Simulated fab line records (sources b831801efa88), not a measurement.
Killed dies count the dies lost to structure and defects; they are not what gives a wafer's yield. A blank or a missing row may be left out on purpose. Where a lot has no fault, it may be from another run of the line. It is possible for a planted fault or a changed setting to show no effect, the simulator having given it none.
Which of the tools did it? | flow gf180mcu | 27 wafers from 9 lots sampled at 6 of the route's 602 steps

== WHAT THE GAUGES SHOWED, per wafer ==
GF_STI_THK_MEAS_30. Usual: STI_OXIDATION_02_THK 10.03 nm, standard deviation 0.16.
lot  | measured    | on            | STI_OXIDATION_02_THK (nm) | flag
L790 | day 2 06:04 | film metro-02 | 9.72 10.07 9.90           |
L791 | day 2 11:06 | film metro-03 | 10.03 9.90 9.99           |
L792 | day 2 15:35 | film metro-03 | 9.85 9.94 9.90            |
L793 | day 2 21:19 | film metro-04 | 10.10 10.11 10.10         |
L794 | day 3 03:06 | film metro-04 | 9.84 10.27 10.01          |
L795 | day 3 07:20 | film metro-02 | 9.94 10.18 10.00          |
L802 | day 5 03:04 | film metro-04 | 10.09 10.27 10.21         |
L803 | day 5 06:55 | film metro-02 | 9.95 9.98 9.94            |
L804 | day 5 06:55 | film metro-03 | 9.81 9.78 9.80            |

GF_DNWELL_TW_MEAS_09. Usual: DNWELL_TW 1334, standard deviation 19.
lot  | measured    | on            | DNWELL_TW      | flag
L790 | day 2 18:36 | film metro-01 | 1347 1352 1349 |
L791 | day 2 23:51 | film metro-02 | 1341 1337 1339 |
L792 | day 3 04:35 | film metro-02 | 1338 1339 1340 |
L793 | day 3 10:44 | film metro-02 | 1351 1350 1345 |
L794 | day 3 15:58 | film metro-03 | 1319 1317 1329 |
L795 | day 3 20:21 | film metro-03 | 1322 1323 1319 |
L802 | day 5 17:57 | film metro-01 | 1347 1344 1350 |
L803 | day 5 21:36 | film metro-03 | 1306 1302 1296 |
L804 | day 5 21:43 | film metro-03 | 1309 1306 1312 |

GF_MVSD_TW_MEAS_11. Usual: MVSD_TW 1573, standard deviation 16.
lot  | measured    | on            | MVSD_TW        | flag
L790 | day 4 09:34 | film metro-03 | 1548 1547 1548 |
L791 | day 4 13:55 | film metro-04 | 1571 1571 1563 |
L792 | day 4 19:44 | film metro-01 | 1575 1574 1582 |
L793 | day 5 01:29 | film metro-04 | 1563 1569 1568 |
L794 | day 5 06:47 | film metro-04 | 1561 1569 1564 |
L795 | day 5 12:50 | film metro-01 | 1568 1579 1573 |
L802 | day 7 16:41 | film metro-01 | 1583 1583 1579 |
L803 | day 7 20:40 | film metro-03 | 2329 2329 2333 | OFF
L804 | day 7 20:56 | film metro-01 | 2405 2404 2386 | OFF

GF_VT_IMPLANT_RS_MEAS_46: measures by four-point-probe. Usual: MVSD_RS 456.8 ohm/sq, standard deviation 1.2.
lot  | measured     | on            | MVSD_RS (ohm/sq)  | flag
L790 | day 7 09:53  | film metro-03 | 456.8 456.9 455.9 |
L791 | day 7 16:23  | film metro-03 | 458.3 458.5 458.4 |
L792 | day 7 23:49  | film metro-04 | 457.1 457.6 456.9 |
L793 | day 8 07:16  | film metro-04 | 456.3 455.6 455.0 |
L794 | day 8 11:33  | film metro-04 | 457.8 457.5 456.1 |
L795 | day 8 19:53  | film metro-01 | 459.1 457.9 458.9 |
L802 | day 11 08:05 | film metro-03 | 458.5 459.1 458.1 |
L803 | day 11 12:35 | film metro-01 | - - -             | OFF
L804 | day 11 13:02 | film metro-04 | - - -             | OFF

== EACH LOT AND THE TOOL THAT RAN IT (in order: tool; ch and the chambers of the sampled wafers; start) ==
lot  | GF_MVSD_IMPLANT_08             | GF_MVPSD_STRIP_10
L790 | implanter-03 ch 0, day 4 09:10 | plasma asher-02 ch 1, day 4 22:32
L791 | implanter-04 ch 0, day 4 13:31 | plasma asher-01 ch 0,1, day 5 03:26
L792 | implanter-03 ch 0, day 4 19:20 | plasma asher-03 ch 0,1, day 5 08:53
L793 | implanter-04 ch 0, day 5 01:05 | plasma asher-02 ch 1, day 5 16:08
L794 | implanter-04 ch 0, day 5 06:25 | plasma asher-01 ch 0,1, day 5 21:26
L795 | implanter-04 ch 0, day 5 12:28 | plasma asher-02 ch 0,1, day 6 03:10
L802 | implanter-04 ch 0, day 7 16:17 | plasma asher-01 ch 0,1, day 8 09:23
L803 | implanter-03 ch 0, day 7 20:16 | plasma asher-03 ch 0,1, day 8 13:01
L804 | implanter-01 ch 0, day 7 20:34 | plasma asher-02 ch 0,1, day 8 13:38
- GF_MVSD_IMPLANT_08
- GF_MVPSD_STRIP_10: strips in O2/N2.

== WHAT THE TOOLS THEMSELVES READ (means of the sampled wafers that have a number; where no wafer has one, the mark that the record gives instead) ==
GF_MVSD_IMPLANT_08. Usual: beam energy keV 400.00, standard deviation 0.12; end station pressure torr 5.09e-06 Torr, standard deviation 3e-07.
lot  | tool         | beam energy keV | end station pressure torr (Torr) | flag
L790 | implanter-03 | 400.08          | 5.21e-06                         |
L791 | implanter-04 | 400.00          | 4.97e-06                         |
L792 | implanter-03 | 399.88          | 5.01e-06                         |
L793 | implanter-04 | 399.95          | 5.26e-06                         |
L794 | implanter-04 | 399.84          | 5.21e-06                         |
L795 | implanter-04 | 399.97          | 5.16e-06                         |
L802 | implanter-04 | 400.07          | 4.96e-06                         |
L803 | implanter-03 | 400.05          | 4.93e-06                         |
L804 | implanter-01 | 399.90          | 4.87e-06                         |

GF_MVPSD_STRIP_10. Usual: drypump motor current A 6.1 A, standard deviation 0.49; heater power w 342 W, standard deviation 29; oes product au 0.723 a.u., standard deviation 0.0048; strip time to endpoint s 36.97 s, standard deviation 0.12.
lot  | tool            | drypump motor current A (A) | heater power w (W) | oes product au (a.u.) | strip time to endpoint s (s) | flag
L790 | plasma asher-02 | 6.3                         | 341                | 0.724                 | 37.01                        |
L791 | plasma asher-01 | 6.5                         | 323                | 0.721                 | 37.02                        |
L792 | plasma asher-03 | 6.3                         | 358                | 0.727                 | 36.94                        |
L793 | plasma asher-02 | 6.3                         | 343                | 0.724                 | 37.09                        |
L794 | plasma asher-01 | 6.5                         | 324                | 0.725                 | 36.98                        |
L795 | plasma asher-02 | 6.0                         | 342                | 0.721                 | 36.86                        |
L802 | plasma asher-01 | 6.6                         | 328                | 0.724                 | 36.86                        |
L803 | plasma asher-03 | 6.2                         | 365                | 0.726                 | 37.04                        |
L804 | plasma asher-02 | 6.0                         | 346                | 0.721                 | 37.22                        |

== THE ANSWER, worked out from the rows above alone ==
Rule: take the mean of a lot's wafers that have a number; if it is more than 3 standard deviations from the usual mean, the lot is off. Also off: a lot with no number at a reading for which 4 or more lots have one. Any other lot the step has rows for is counted as sound. Order of review: gauges by route order, followed by the tools' own readings, for which a lot's mean as printed above is used. The first step at which some lot is off is used, and at that step the reading that is off furthest; a lot without a number counts as furthest.
Off: L803, L804, at GF_MVSD_TW_MEAS_11 (MVSD_TW).
If a tool, at a process step before that reading, ran all the lots that are off and no sound lot after the first of them, it fits. Those tools and the gauges at GF_MVSD_TW_MEAS_11 are tried in the same way. Of those tried, none fits.

== WHAT HAD BEEN PUT IN BY THE SIMULATOR ==
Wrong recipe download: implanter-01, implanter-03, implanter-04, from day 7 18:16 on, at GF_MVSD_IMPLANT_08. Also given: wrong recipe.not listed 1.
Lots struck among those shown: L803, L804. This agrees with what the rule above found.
